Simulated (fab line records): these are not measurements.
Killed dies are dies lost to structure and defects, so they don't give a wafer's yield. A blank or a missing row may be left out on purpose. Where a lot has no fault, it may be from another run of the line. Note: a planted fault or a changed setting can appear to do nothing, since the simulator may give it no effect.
Which tool did it? || flow gf180mcu || 36 wafers from 12 lots sampled at 4 of the route's 602 steps

## WHAT THE GAUGES READ, wafer by wafer
GF_V4_OVL_MEAS_15.
{"lot": "L075", "measured": "day 24 16:23", "on": "overlay-02", "V4_OVL (nm)": "-6 1 -5"}
{"lot": "L077", "measured": "day 25 11:26", "on": "overlay-02", "V4_OVL (nm)": "4 6 4"}
{"lot": "L079", "measured": "day 26 04:29", "on": "overlay-01", "V4_OVL (nm)": "2 -5 -4"}
{"lot": "L081", "measured": "day 26 22:26", "on": "overlay-01", "V4_OVL (nm)": "0 1 -4"}
{"lot": "L083", "measured": "day 27 13:14", "on": "overlay-01", "V4_OVL (nm)": "5 5 2"}
{"lot": "L085", "measured": "day 27 19:43", "on": "overlay-01", "V4_OVL (nm)": "-3 6 -2"}
{"lot": "L087", "measured": "day 28 15:08", "on": "overlay-01", "V4_OVL (nm)": "3 7 5"}
{"lot": "L089", "measured": "day 29 08:32", "on": "overlay-01", "V4_OVL (nm)": "13 9 5"}
{"lot": "L091", "measured": "day 30 02:47", "on": "overlay-02", "V4_OVL (nm)": "-6 1 -10"}
{"lot": "L093", "measured": "day 30 20:05", "on": "overlay-02", "V4_OVL (nm)": "-3 0 -5"}
{"lot": "L095", "measured": "day 31 01:03", "on": "overlay-01", "V4_OVL (nm)": "-3 2 2"}
{"lot": "L097", "measured": "day 31 12:38", "on": "overlay-02", "V4_OVL (nm)": "6 2 5"}

## WHAT TOOL EACH LOT RAN ON (gives the tool, then ch and the chambers of the sampled wafers, and finally the start)
{"lot": "L075", "GF_CONTACT_SPUTTER_22": "pvd sputter-03, day 16 09:11", "GF_V3_SPUTTER_21": "pvd sputter-02, day 22 16:20", "GF_M4_SPUTTER_03": "pvd sputter-04, day 22 17:11"}
{"lot": "L077", "GF_CONTACT_SPUTTER_22": "pvd sputter-04, day 17 05:11", "GF_V3_SPUTTER_21": "pvd sputter-01, day 23 13:44", "GF_M4_SPUTTER_03": "pvd sputter-02, day 23 14:35"}
{"lot": "L079", "GF_CONTACT_SPUTTER_22": "pvd sputter-04, day 17 20:20", "GF_V3_SPUTTER_21": "pvd sputter-02, day 24 07:11", "GF_M4_SPUTTER_03": "pvd sputter-03, day 24 08:02"}
{"lot": "L081", "GF_CONTACT_SPUTTER_22": "pvd sputter-01, day 18 16:11", "GF_V3_SPUTTER_21": "pvd sputter-02, day 25 01:26", "GF_M4_SPUTTER_03": "pvd sputter-03, day 25 02:17"}
{"lot": "L083", "GF_CONTACT_SPUTTER_22": "pvd sputter-01, day 19 14:08", "GF_V3_SPUTTER_21": "pvd sputter-01, day 25 17:41", "GF_M4_SPUTTER_03": "pvd sputter-04, day 25 18:32"}
{"lot": "L085", "GF_CONTACT_SPUTTER_22": "pvd sputter-03, day 19 21:38", "GF_V3_SPUTTER_21": "pvd sputter-04, day 26 00:32", "GF_M4_SPUTTER_03": "pvd sputter-02, day 26 01:24"}
{"lot": "L087", "GF_CONTACT_SPUTTER_22": "pvd sputter-01, day 20 21:20", "GF_V3_SPUTTER_21": "pvd sputter-04, day 26 21:32", "GF_M4_SPUTTER_03": "pvd sputter-03, day 26 22:25"}
{"lot": "L089", "GF_CONTACT_SPUTTER_22": "pvd sputter-04, day 21 18:44", "GF_V3_SPUTTER_21": "pvd sputter-01, day 27 15:29", "GF_M4_SPUTTER_03": "pvd sputter-03, day 27 16:20"}
{"lot": "L091", "GF_CONTACT_SPUTTER_22": "pvd sputter-01, day 22 17:08", "GF_V3_SPUTTER_21": "pvd sputter-02, day 28 10:29", "GF_M4_SPUTTER_03": "pvd sputter-03, day 28 11:22"}
{"lot": "L093", "GF_CONTACT_SPUTTER_22": "pvd sputter-04, day 23 15:07", "GF_V3_SPUTTER_21": "pvd sputter-02, day 29 04:47", "GF_M4_SPUTTER_03": "pvd sputter-03, day 29 05:39"}
{"lot": "L095", "GF_CONTACT_SPUTTER_22": "pvd sputter-01, day 23 21:20", "GF_V3_SPUTTER_21": "pvd sputter-02, day 29 10:25", "GF_M4_SPUTTER_03": "pvd sputter-02, day 29 11:16"}
{"lot": "L097", "GF_CONTACT_SPUTTER_22": "pvd sputter-04, day 24 12:20", "GF_V3_SPUTTER_21": "pvd sputter-01, day 29 22:00", "GF_M4_SPUTTER_03": "pvd sputter-04, day 29 22:52"}
- GF_CONTACT_SPUTTER_22: material Ti, target thk 15 nm, time 80.02 s.
- GF_V3_SPUTTER_21: material Ti, target thk 15 nm, time 80.02 s.
- GF_M4_SPUTTER_03: material Ti, target thk 10 nm, time 6.7 s.

## THE ANSWER, worked out from the rows above alone
Rule: usual is defined by the lots themselves. Put in order of their means at a reading, lots are off if they are a third of the lots or fewer, leave a main group of 4 or more, and stand apart from it by a gap of 3 or more times the standard deviation of the main group's means; of several such gaps the widest counts. A main group is skipped when, at the precision printed for the reading in the tables above, its means are all equal. A lot without any number at a reading at which 4 lots or more have one is off too. Any other lot the step has rows for is counted as sound.
Nothing can be told from this: no lot is off at any reading shown.

## WHAT THE SIMULATOR HAD PUT IN
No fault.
